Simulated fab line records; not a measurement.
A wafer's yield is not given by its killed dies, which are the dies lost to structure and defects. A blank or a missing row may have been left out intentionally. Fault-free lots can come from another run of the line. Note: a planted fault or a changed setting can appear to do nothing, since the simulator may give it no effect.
fab line records	flow sky130
record lots=10	wafers=30	last-day=50
route steps=708 shown METAL1@452 VIA1@479 METAL2@499 PAD_OPEN@708
lots with no fault: from the same line, run without faults
start-h: start of the lot's first displayed wafer, in hours after the record's first day	wait-h: hours elapsed since this lot's preceding step	" unchanged from the row above	L1.1+2: a single row standing in for several wafers	- no value present, or no start provided	* or withheld: withheld	< > ~ a bound
route shown NAME@n: NAME is a module with steps in the file, n the number in the route of the first one	usual: the fault-free wafers' mean and standard deviation	same: alike in all rows	chamber/n: place in a boat	sites: per-site readings	_std_site: standard deviation across them	_edge_site: mean of outer sites minus mean of inner sites	radius-mm: how far each site lies from the wafer's centre	mask NAME#n: copy n	behind: the most recent tool/chamber to have shaped the wafer	hold: why the lot was held/for how many hours/how that ended	device: the transistor (n, p or np) that didn't switch	end of line: the same wafers' tests at the end of the route	a step without rows: its recipe alone	killed: the dies lost at the first sort to structure and to defects; this is not the yield of the wafer	map: the dies of a wafer, with x for killed, . for not killed, _ for no die there
set.NAME: the setting the step ran with; set.NAME@STEP: the setting that earlier step ran with	model.NAME: the simulator's own value behind a step, which no gauge read
a sample of lots followed through the steps of the route, with each step as a table and each wafer as a row
services: from which hour (start-h, from the record's first day; less than 0 if before it) a tool's chamber was out of use, for how many hours, and why
## steps
# step SKY_METAL1_ETCH_18
# recipe chemistry=N2/H2	target=BARC	ion-energy-ev=200	bias-w=100	pressure-mtorr=30	n2-flow-sccm=100	h2-flow-sccm=200	icp-w=500	stop-on=SiO2	time-s=45.9	target-depth-a=600
# usual bias-w=99.99/0.3	chamber-pressure-mTorr=30.003/0.027	drypump-motor-current-A=5.7/0.65	oes-product-au=0.854/0.0051	throttle-valve-pct=13.226/0.0096
# same time-s=45.9
lot.wafer	tool	chamber	start-h	wait-h	bias-w	chamber-pressure-mTorr	drypump-motor-current-A	oes-product-au	rf-hours-counter-h	throttle-valve-pct
L607.3	rie-metal-03	0	756.00	0.0	100.42	29.997	6.1	0.850	-	13.234
L607.5	"	0	"	"	99.93	30.010	6.0	0.848	-	13.218
L607.6	"	1	"	"	100.08	30.072	6.4	0.850	-	13.234
L608.1	rie-metal-01	1	776.68	0.0	99.86	30.022	6.1	0.854	1	13.227
L608.3	"	1	"	"	99.61	30.004	6.2	0.855	-	13.231
L608.4	"	0	"	"	100.05	30.023	4.9	0.850	-	13.223
L612.3	rie-metal-04	1	816.25	0.0	99.37	29.991	5.6	0.847	-	13.227
L612.4	"	0	"	"	99.91	30.002	4.6	0.851	-	13.228
L612.6	"	1	"	"	99.56	30.022	5.7	0.856	-	13.225
L614.2	rie-metal-04	1	827.48	0.0	99.94	29.989	5.7	0.854	14	13.223
L614.4	"	1	"	"	100.42	29.965	5.7	0.854	-	13.220
L614.6	"	0	"	"	99.98	30.050	4.6	0.859	-	13.247
L619.1	rie-metal-03	0	869.54	0.0	100.49	30.017	6.1	0.855	7	13.230
L619.2	"	1	"	"	100.18	29.982	6.4	0.853	8	13.245
L619.4	"	1	"	"	100.61	29.995	6.4	0.854	-	13.216
L620.1	rie-metal-03	0	875.91	0.0	99.93	30.017	6.1	0.861	8	13.236
L620.3	"	0	"	"	99.82	29.992	6.0	0.869	-	13.227
L620.6	"	0	"	"	100.05	30.023	6.1	0.858	-	13.234
L621.4	rie-metal-03	0	878.42	0.0	100.05	29.989	6.1	0.847	-	13.232
L621.5	"	0	"	"	99.86	30.026	6.0	0.860	-	13.227
L621.6	"	1	"	"	100.35	29.939	6.4	0.858	-	13.223
L627.1	rie-metal-04	0	915.14	0.0	100.42	30.027	4.6	0.854	14	13.235
L627.2	"	1	"	"	99.59	29.977	5.7	0.853	2	13.223
L627.5	"	0	"	"	99.61	29.994	4.7	0.853	-	13.217
L628.1	rie-metal-04	1	919.75	0.0	100.03	30.025	5.7	0.857	2	13.229
L628.2	"	0	"	"	100.22	30.010	4.6	0.854	14	13.210
L628.4	"	1	"	"	100.03	30.038	5.7	0.849	-	13.222
L629.3	rie-metal-01	1	928.65	0.0	100.20	30.023	6.1	0.855	-	13.235
L629.4	"	0	"	"	99.85	29.977	4.9	0.861	-	13.227
L629.5	"	0	"	"	99.70	29.989	4.9	0.851	-	13.212
# step SKY_VIA1_CVD_21
# recipe material=W	target-thk-nm=270	time-s=80.902	temp-c=400	pressure-torr=40
# usual chamber-pressure-Torr=40.00/0.093	heater-power-w=911/90
# same time-s=80.902
lot.wafer	tool	chamber	start-h	wait-h	chamber-pressure-Torr	heater-power-w
L607.3	cvd-w-02	1	784.07	0.1	39.95	1057
L607.5	"	1	"	"	40.04	1097
L607.6	"	0	"	"	39.93	873
L608.1	cvd-w-01	1	803.49	0.0	39.92	827
L608.3	"	0	"	"	40.06	927
L608.4	"	1	"	"	39.89	830
L612.3	cvd-w-01	0	845.14	0.1	39.87	954
L612.4	"	1	"	"	39.91	836
L612.6	"	0	"	"	40.09	961
L614.2	cvd-w-01	0	855.39	0.0	39.97	941
L614.4	"	1	"	"	40.05	833
L614.6	"	0	"	"	39.90	947
L619.1	cvd-w-02	1	897.10	0.0	40.13	1060
L619.2	"	0	"	"	39.95	914
L619.4	"	1	"	"	40.17	1046
L620.1	cvd-w-01	1	904.20	0.1	39.92	846
L620.3	"	0	"	"	40.05	947
L620.6	"	0	"	"	39.93	933
L621.4	cvd-w-01	1	906.40	0.7	40.07	827
L621.5	"	1	"	"	39.97	834
L621.6	"	0	"	"	40.07	923
L627.1	cvd-w-01	1	941.33	0.0	40.07	841
L627.2	"	1	"	"	39.84	822
L627.5	"	1	"	"	39.96	825
L628.1	cvd-w-02	1	945.94	0.0	39.90	1029
L628.2	"	0	"	"	40.01	823
L628.4	"	1	"	"	40.07	1006
L629.3	cvd-w-02	0	954.88	0.1	40.12	835
L629.4	"	1	"	"	40.09	1027
L629.5	"	0	"	"	39.97	837
# step SKY_METAL2_OVL_MEAS_16
# usual METAL2_OVL=0/5.1
lot.wafer	tool	chamber	start-h	wait-h	METAL2_OVL[nm]
L607.3	overlay-02	-	811.20	0.1	1
L607.5	"	-	"	"	-3
L607.6	"	-	"	"	8
L608.1	overlay-01	-	831.09	0.1	-7
L608.3	"	-	"	"	-1
L608.4	"	-	"	"	-5
L612.3	overlay-01	-	871.97	0.1	-11
L612.4	"	-	"	"	-11
L612.6	"	-	"	"	-2
L614.2	overlay-02	-	882.24	0.1	-7
L614.4	"	-	"	"	-6
L614.6	"	-	"	"	-2
L619.1	overlay-01	-	922.37	0.1	6
L619.2	"	-	"	"	0
L619.4	"	-	"	"	1
L620.1	overlay-02	-	928.92	0.1	6
L620.3	"	-	"	"	0
L620.6	"	-	"	"	-9
L621.4	overlay-02	-	930.85	0.1	6
L621.5	"	-	"	"	-2
L621.6	"	-	"	"	3
L627.1	overlay-02	-	966.31	0.1	1
L627.2	"	-	"	"	13
L627.5	"	-	"	"	-3
L628.1	overlay-02	-	970.27	0.1	6
L628.2	"	-	"	"	2
L628.4	"	-	"	"	1
L629.3	overlay-01	-	978.43	0.1	-8
L629.4	"	-	"	"	-11
L629.5	"	-	"	"	-2
# step SKY_METAL2_METAL_ETCH_19
# recipe target-depth-a=3600	stop-on=SiO2	over-etch-frac=0.3	time-s=78	chemistry=Cl2/BCl3	resist-sidewall-deg=88	pressure-mtorr=10	icp-w=900	bias-w=48.5	Cl2_flow_sccm=60	bcl3-flow-sccm=30
# usual bcl3-flow-sccm=30.00/0.088	bias-w=48.50/0.14	drypump-motor-current-A=5.6/0.63	oes-product-au=0.854/0.0054	throttle-valve-pct=22.264/0.0091	time-s=78/0
lot.wafer	tool	chamber	start-h	wait-h	bcl3-flow-sccm	bias-w	drypump-motor-current-A	oes-product-au	rf-hours-counter-h	throttle-valve-pct	time-s
L607.3	rie-metal-03	0	811.35	0.1	29.93	48.59	6.0	0.860	-	22.255	78
L607.5	"	0	"	"	30.03	48.52	6.0	0.858	-	22.260	78
L607.6	"	1	"	"	30.01	48.36	6.4	0.843	-	22.262	78
L608.1	rie-metal-03	0	831.22	0.0	30.15	48.45	6.0	0.852	6	22.274	78
L608.3	"	1	"	"	30.03	48.50	6.4	0.855	-	22.269	78
L608.4	"	0	"	"	30.11	48.28	6.1	0.847	-	22.263	78
L612.3	rie-metal-02	0	872.12	0.1	29.84	48.58	5.5	0.853	-	22.268	78
L612.4	"	1	"	"	29.96	48.53	6.1	0.851	-	22.280	78
L612.6	"	1	"	"	29.95	48.57	6.1	0.848	-	22.257	78
L614.2	rie-metal-02	1	882.37	0.0	29.96	48.76	6.1	0.853	18	22.271	78
L614.4	"	0	"	"	30.14	48.50	5.5	0.862	-	22.259	78
L614.6	"	0	"	"	30.03	48.47	5.5	0.860	-	22.248	78
L619.1	rie-metal-02	0	922.50	0.0	-	-	-	-	-	-	-
L619.2	"	1	"	"	-	-	-	-	-	-	-
L619.4	"	0	"	"	-	-	-	-	-	-	-
L620.1	rie-metal-02	1	929.05	0.0	-	-	-	-	-	-	-
L620.3	"	0	"	"	-	-	-	-	-	-	-
L620.6	"	0	"	"	-	-	-	-	-	-	-
L621.4	rie-metal-03	1	931.00	0.1	-	-	-	-	-	-	-
L621.5	"	1	"	"	-	-	-	-	-	-	-
L621.6	"	0	"	"	-	-	-	-	-	-	-
L627.1	rie-metal-03	0	966.44	0.0	30.00	48.34	6.1	0.863	12	22.271	78
L627.2	"	1	"	"	30.07	48.50	6.4	0.857	13	22.245	78
L627.5	"	1	"	"	29.91	48.55	6.4	0.847	-	22.254	78
L628.1	rie-metal-02	0	970.40	0.0	29.91	48.42	5.5	0.855	18	22.272	78
L628.2	"	1	"	"	29.96	48.38	6.1	0.860	4	22.256	78
L628.4	"	1	"	"	30.08	48.41	6.1	0.856	-	22.262	78
L629.3	rie-metal-03	1	978.58	0.1	30.10	48.54	6.4	0.853	-	22.263	78
L629.4	"	0	"	"	29.94	48.65	6.0	0.854	-	22.252	78
L629.5	"	1	"	"	30.07	48.58	6.4	0.857	-	22.270	78
# step SKY_METAL2_STRIP_20
# recipe chemistry=O2/N2	power-w=1400	pressure-mtorr=1500	platen-temp-c=withheld	o2-flow-sccm=3000	n2-flow-sccm=300	overash-fraction=0.5
# usual drypump-motor-current-A=5.9/0.48	o2-flow-sccm=3002/8.8	oes-product-au=0.342/0.0049	strip-time-to-endpoint-s=2.68/0.047
lot.wafer	tool	chamber	start-h	wait-h	drypump-motor-current-A	o2-flow-sccm	oes-product-au	rf-hours-counter-h	strip-time-to-endpoint-s
L607.3	plasma-asher-01	1	811.44	0.1	6.5	2994	0.339	-	2.70
L607.5	"	0	"	"	5.6	2994	0.336	-	2.70
L607.6	"	1	"	"	6.5	3002	0.340	-	2.66
L608.1	plasma-asher-04	0	831.31	0.1	5.4	2999	0.349	8	2.79
L608.3	"	1	"	"	6.2	2998	0.340	-	2.69
L608.4	"	0	"	"	5.4	2993	0.349	-	2.76
L612.3	plasma-asher-01	1	872.21	0.1	6.4	3005	0.345	-	2.60
L612.4	"	0	"	"	5.6	2992	0.345	-	2.66
L612.6	"	0	"	"	5.6	3012	0.343	-	2.69
L614.2	plasma-asher-01	1	882.46	0.1	6.4	3015	0.339	45	2.71
L614.4	"	1	"	"	6.4	3020	0.350	-	2.66
L614.6	"	1	"	"	6.4	3009	0.336	-	2.64
L619.1	plasma-asher-01	1	922.59	0.1	6.5	2993	0.452	48	5.18
L619.2	"	0	"	"	5.6	2992	0.443	48	5.19
L619.4	"	0	"	"	5.6	3013	0.443	-	5.17
L620.1	plasma-asher-04	0	929.14	0.1	5.4	3003	0.442	19	5.18
L620.3	"	0	"	"	5.4	3014	0.439	-	5.16
L620.6	"	1	"	"	6.3	3010	0.441	-	5.16
L621.4	plasma-asher-02	0	931.09	0.1	5.3	3007	0.451	-	5.18
L621.5	"	1	"	"	6.6	2995	0.441	-	5.19
L621.6	"	0	"	"	5.3	3000	0.443	-	5.18
L627.1	plasma-asher-04	1	966.53	0.1	6.2	2989	0.343	22	2.69
L627.2	"	0	"	"	5.3	3002	0.344	22	2.69
L627.5	"	1	"	"	6.2	2986	0.347	-	2.70
L628.1	plasma-asher-04	1	970.49	0.1	6.2	2998	0.334	23	2.56
L628.2	"	0	"	"	5.4	3007	0.351	23	2.67
L628.4	"	1	"	"	6.2	3008	0.337	-	2.70
L629.3	plasma-asher-04	0	978.67	0.1	5.4	3007	0.341	-	2.71
L629.4	"	1	"	"	6.3	2991	0.346	-	2.72
L629.5	"	1	"	"	6.3	3003	0.348	-	2.71
# step SKY_PAD_OPEN_PROBE_99
# usual defect-limited-yield=82.7/1.9	killed_at_M0_to_M3=43/6.8	killed_at_M4_up=2.9/1.7	killed-at-contacts=24/5.4	killed-at-front-end=15/4.8	killed-at-other=0.3/0.57	killed-dies=85/9.4	killed-on-rim=16/4	killed-open=47/7.5	killed-short=38/5.7	sort_bin_3_pad_short=0.8/0.37	sort_bin_5_function=10.2/1.5	sort_bin_6_memory=6.2/1.1	sort-n-pass=407/9.4	sort-yield-pct=82.7/1.9
# same gross-dies=492	killed-at-back-side=0	sort_bin_4_leakage[%]=0	sort_bin_8_speed[%]=0
lot.wafer	tool	chamber	start-h	wait-h	hold	defect-limited-yield[%]	killed_at_M0_to_M3	killed_at_M4_up	killed-at-contacts	killed-at-front-end	killed-at-other	killed-dies	killed-on-rim	killed-open	killed-short	sort_bin_3_pad_short[%]	sort_bin_5_function[%]	sort_bin_6_memory[%]	sort-n-pass	sort-yield-pct[%]
L612.3	prober-02	-	1112.00	0.2	-	81.3	37	2	23	30	0	92	22	52	40	0.2	12.4	6.1	400	81.3
L612.4	prober-02	-	1112.05	0.2	-	84.8	42	2	22	9	0	75	11	42	33	1.0	7.7	6.5	417	84.8
L612.6	prober-02	-	1112.15	0.2	-	83.1	53	0	18	12	0	83	8	40	43	0.6	8.5	7.7	409	83.1
L614.2	prober-01	-	1120.72	0.1	-	81.9	41	0	33	15	0	89	24	53	36	1.0	10.8	6.3	403	81.9
L614.4	prober-01	-	1120.82	0.2	-	81.9	46	1	30	12	0	89	10	44	45	1.4	9.1	7.5	403	81.9
L614.6	prober-01	-	1120.92	0.2	-	79.1	54	5	28	16	0	103	20	56	47	0.4	13.4	7.1	389	79.1
L619.1	prober-02	-	1151.99	0.1	await-dispo/3.4h/scrap	0	446	4	21	20	1	492	96	41	38	0.8	93.1	6.1	0	0
L619.2	prober-02	-	1152.04	0.1	await-dispo/3.4h/scrap	0	442	4	28	18	0	492	96	57	39	0.4	91.3	8.3	0	0
L619.4	prober-02	-	1152.14	0.2	await-dispo/3.4h/scrap	0	453	2	25	11	1	492	96	42	28	0.4	94.1	5.5	0	0
L620.1	prober-01	-	1154.72	0.1	await-dispo/0.8h/scrap	0	451	4	22	14	1	492	96	55	34	0.8	92.3	6.9	0	0
L620.3	prober-01	-	1154.82	0.2	await-dispo/0.8h/scrap	0	437	1	32	22	0	492	96	57	46	1.6	91.7	6.7	0	0
L620.6	prober-01	-	1154.97	0.2	await-dispo/0.8h/scrap	0	457	1	23	10	1	492	96	46	31	0.6	92.5	6.9	0	0
L621.4	prober-02	-	1155.38	0.2	await-dispo/2.5h/scrap	0	453	3	28	8	0	492	96	42	33	0.4	94.3	5.3	0	0
L621.5	prober-02	-	1155.43	0.2	await-dispo/2.5h/scrap	0	451	3	28	9	1	492	96	36	43	0.6	93.5	5.9	0	0
L621.6	prober-02	-	1155.48	0.2	await-dispo/2.5h/scrap	0	445	4	32	11	0	492	96	53	38	1.4	90.7	7.9	0	0
L627.1	prober-02	-	1182.76	0.1	-	87.0	31	3	21	9	0	64	15	32	32	0.6	8.5	3.9	428	87.0
L627.2	prober-02	-	1182.81	0.1	-	82.5	38	5	26	17	0	86	15	48	38	0.2	11.2	6.1	406	82.5
L627.5	prober-02	-	1182.96	0.2	-	84.8	39	5	19	12	0	75	16	33	42	0.6	9.1	5.5	417	84.8
L629.3	prober-02	-	1188.38	0.2	-	83.5	44	5	17	14	1	81	19	34	47	0.6	8.5	7.3	411	83.5
L629.4	prober-02	-	1188.43	0.2	-	85.2	43	7	15	7	1	73	14	39	34	0.6	8.9	5.3	419	85.2
L629.5	prober-02	-	1188.48	0.2	-	79.9	56	3	27	13	0	99	19	56	43	1.0	13.2	5.9	393	79.9
# killed by level:class
L612.3 CONTACT:geometric-particle:open=13 VIA1:geometric-particle:open=10 FIELD_ISO:geometric-particle:open=7 POLY_GATE:geometric-particle:open=7 FIELD_ISO:geometric-particle:short=6 POLY_GATE:geometric-particle:short=6 METAL1:geometric-particle:short=5 CONTACT:geometric-particle:short=4
L612.4 VIA1:geometric-particle:open=11 LI_CONTACT:geometric-particle:open=8 CONTACT:geometric-particle:open=7 VIA3:geometric-particle:open=7 POLY_GATE:geometric-particle:short=4 VIA3:geometric-particle:short=4 LOCAL_INTERCONNECT:geometric-particle:short=4 VIA2:geometric-particle:open=4
L612.6 VIA1:geometric-particle:open=13 VIA1:geometric-particle:short=10 VIA3:geometric-particle:open=6 METAL1:geometric-particle:short=6 LOCAL_INTERCONNECT:geometric-particle:short=6 LI_CONTACT:geometric-particle:open=5 VIA2:geometric-particle:open=5 FIELD_ISO:geometric-particle:open=4
L614.2 CONTACT:geometric-particle:open=12 VIA1:geometric-particle:open=9 LI_CONTACT:geometric-particle:open=8 VIA3:geometric-particle:open=8 CONTACT:geometric-particle:short=7 POLY_GATE:geometric-particle:open=6 LI_CONTACT:geometric-particle:short=5 VIA1:geometric-particle:short=5
L614.4 LOCAL_INTERCONNECT:geometric-particle:short=9 CONTACT:geometric-particle:open=8 VIA1:geometric-particle:open=8 VIA3:geometric-particle:open=8 LI_CONTACT:geometric-particle:open=6 METAL2:geometric-particle:short=6 VIA2:geometric-particle:open=6 CONTACT:geometric-particle:short=5
L614.6 CONTACT:geometric-particle:open=13 VIA3:geometric-particle:open=12 METAL2:geometric-particle:short=9 VIA1:geometric-particle:open=8 FIELD_ISO:geometric-particle:open=6 LI_CONTACT:geometric-particle:open=6 METAL3:geometric-particle:short=6 METAL1:geometric-particle:short=5
L619.1 METAL2:area-etch=413 LI_CONTACT:geometric-particle:open=8 VIA1:geometric-particle:open=7 VIA2:geometric-particle:open=7 CONTACT:geometric-particle:open=6 POLY_GATE:geometric-particle:short=5 LOCAL_INTERCONNECT:geometric-particle:short=4 VIA1:geometric-particle:short=4
L619.2 METAL2:area-etch=396 VIA1:geometric-particle:open=12 VIA2:geometric-particle:open=10 CONTACT:geometric-particle:open=9 LI_CONTACT:geometric-particle:open=8 VIA1:geometric-particle:short=6 VIA3:geometric-particle:open=5 LI_CONTACT:geometric-particle:short=5
L619.4 METAL2:area-etch=422 LI_CONTACT:geometric-particle:open=9 VIA1:geometric-particle:open=8 CONTACT:geometric-particle:open=7 VIA2:geometric-particle:open=6 CONTACT:geometric-particle:short=5 LOCAL_INTERCONNECT:geometric-particle:short=4 METAL1:geometric-particle:short=3
L620.1 METAL2:area-etch=403 VIA1:geometric-particle:open=18 VIA3:geometric-particle:open=9 CONTACT:geometric-particle:open=8 FIELD_ISO:geometric-particle:short=5 VIA2:geometric-particle:open=5 POLY_GATE:geometric-particle:short=4 LI_CONTACT:geometric-particle:open=4
L620.3 METAL2:area-etch=389 VIA1:geometric-particle:open=12 LI_CONTACT:geometric-particle:open=9 VIA3:geometric-particle:open=8 FIELD_ISO:geometric-particle:open=6 FIELD_ISO:geometric-particle:short=6 CONTACT:geometric-particle:short=6 CONTACT:geometric-particle:open=6
L620.6 METAL2:area-etch=415 VIA1:geometric-particle:open=13 CONTACT:geometric-particle:open=9 METAL1:geometric-particle:short=6 LI_CONTACT:geometric-particle:open=5 VIA1:geometric-particle:short=5 VIA2:geometric-particle:open=5 FIELD_ISO:geometric-particle:open=4
L621.4 METAL2:area-etch=417 CONTACT:geometric-particle:open=11 VIA1:geometric-particle:open=7 METAL2:geometric-particle:short=6 LI_CONTACT:geometric-particle:open=5 LOCAL_INTERCONNECT:geometric-particle:short=5 METAL1:geometric-particle:short=5 VIA2:geometric-particle:open=5
L621.5 METAL2:area-etch=413 CONTACT:geometric-particle:short=9 METAL2:geometric-particle:short=8 VIA3:geometric-particle:open=8 VIA1:geometric-particle:open=6 LI_CONTACT:geometric-particle:open=5 VIA2:geometric-particle:open=5 POLY_GATE:geometric-particle:short=4
L621.6 METAL2:area-etch=401 LI_CONTACT:geometric-particle:open=10 VIA3:geometric-particle:open=9 CONTACT:geometric-particle:open=9 VIA1:geometric-particle:open=9 VIA2:geometric-particle:open=9 CONTACT:geometric-particle:short=6 FIELD_ISO:geometric-particle:short=4
L627.1 CONTACT:geometric-particle:open=9 VIA3:geometric-particle:open=8 VIA2:geometric-particle:open=6 METAL2:geometric-particle:short=5 LI_CONTACT:geometric-particle:short=4 METAL1:geometric-particle:short=4 POLY_GATE:geometric-particle:short=3 LOCAL_INTERCONNECT:geometric-particle:short=3
L627.2 LI_CONTACT:geometric-particle:open=9 VIA1:geometric-particle:open=9 VIA3:geometric-particle:open=8 CONTACT:geometric-particle:open=8 POLY_GATE:geometric-particle:short=6 METAL2:geometric-particle:short=6 VIA2:geometric-particle:open=6 LOCAL_INTERCONNECT:geometric-particle:short=5
L627.5 VIA1:geometric-particle:open=10 METAL1:geometric-particle:short=7 CONTACT:geometric-particle:open=7 FIELD_ISO:geometric-particle:short=5 VIA2:geometric-particle:open=5 METAL4:geometric-particle:short=5 CONTACT:geometric-particle:short=4 METAL2:geometric-particle:short=4
L629.3 METAL1:geometric-particle:short=9 VIA2:geometric-particle:open=8 VIA1:geometric-particle:open=8 CONTACT:geometric-particle:short=6 LOCAL_INTERCONNECT:geometric-particle:short=6 METAL2:geometric-particle:short=5 VIA3:geometric-particle:open=5 VIA2:geometric-particle:short=4
L629.4 VIA1:geometric-particle:open=12 LI_CONTACT:geometric-particle:open=6 METAL2:geometric-particle:short=6 METAL1:geometric-particle:short=6 CONTACT:geometric-particle:open=5 METAL3:geometric-particle:short=4 METAL4:geometric-particle:open=3 VIA2:geometric-particle:open=3
L629.5 VIA1:geometric-particle:open=12 CONTACT:geometric-particle:open=11 METAL1:geometric-particle:short=10 LI_CONTACT:geometric-particle:short=6 LI_CONTACT:geometric-particle:open=6 METAL2:geometric-particle:short=5 METAL2:geometric-particle:open=5 VIA2:geometric-particle:short=5
## services
tool	chamber	start-h	hours	kind
plasma-asher-04	-	733.75	9.0	pm
plasma-asher-04	0	733.75	9.0	vent-cycle
plasma-asher-04	1	733.75	9.0	vent-cycle
cvd-w-01	-	735.58	2.8	pm
plasma-asher-04	0	742.75	-	clean
plasma-asher-04	1	742.75	-	clean
cvd-w-01	-	746.84	2.1	repair
plasma-asher-04	-	758.09	2.7	repair
rie-metal-03	-	768.53	1.6	repair
cvd-w-02	-	812.82	6.9	pm
cvd-w-02	1	821.63	14.7	repair
plasma-asher-01	-	868.07	1.5	repair
cvd-w-02	-	870.99	1.2	repair
rie-metal-04	-	878.12	0.5	repair
plasma-asher-01	-	885.54	10.4	repair
cvd-w-02	-	904.00	14.0	pm
cvd-w-01	-	904.81	1.4	repair
plasma-asher-01	-	909.22	1.1	repair
cvd-w-01	-	909.97	0.6	repair
plasma-asher-04	-	916.56	0.7	repair
plasma-asher-04	-	936.03	3.9	repair
cvd-w-01	0	938.88	2.7	repair
plasma-asher-04	-	960.05	0.6	repair
plasma-asher-01	-	965.74	7.1	repair
## key
first-sign step=SKY_METAL2_METAL_ETCH_19	reading=tool-record	direction=missing
effect step=SKY_METAL2_STRIP_20	reading=strip-time-to-endpoint-s	direction=up	sigmas=54	usual=*	struck=*
effect step=SKY_PAD_OPEN_PROBE_99	reading=killed_at_M0_to_M3	direction=up	sigmas=60	usual=43	struck=448
more-kills-born-at SKY_METAL2_METAL_ETCH_19@rie-metal-02=2438	SKY_METAL2_METAL_ETCH_19@rie-metal-03=1231
met-at SKY_METAL2_METAL_ETCH_19
struck-lots L619,L620,L621
later-rows-left-out L619.1,L619.2,L619.4,L620.1,L620.3,L620.6,L621.4,L621.5,L621.6
not-acting-at SKY_METAL1_ETCH_18,SKY_VIA1_CVD_21,SKY_METAL2_OVL_MEAS_16
onset-between 882.37 922.50
fault kind=skipped-step-whole	tool=rie-metal-02,rie-metal-03	chamber=-	onset-h=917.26	steps=SKY_METAL2_METAL_ETCH_19	scope=struck-lots-only
# later-rows-left-out: the simulator's readings of these wafers behind a module that went badly wrong aren't trusted and aren't shown, but for the sort
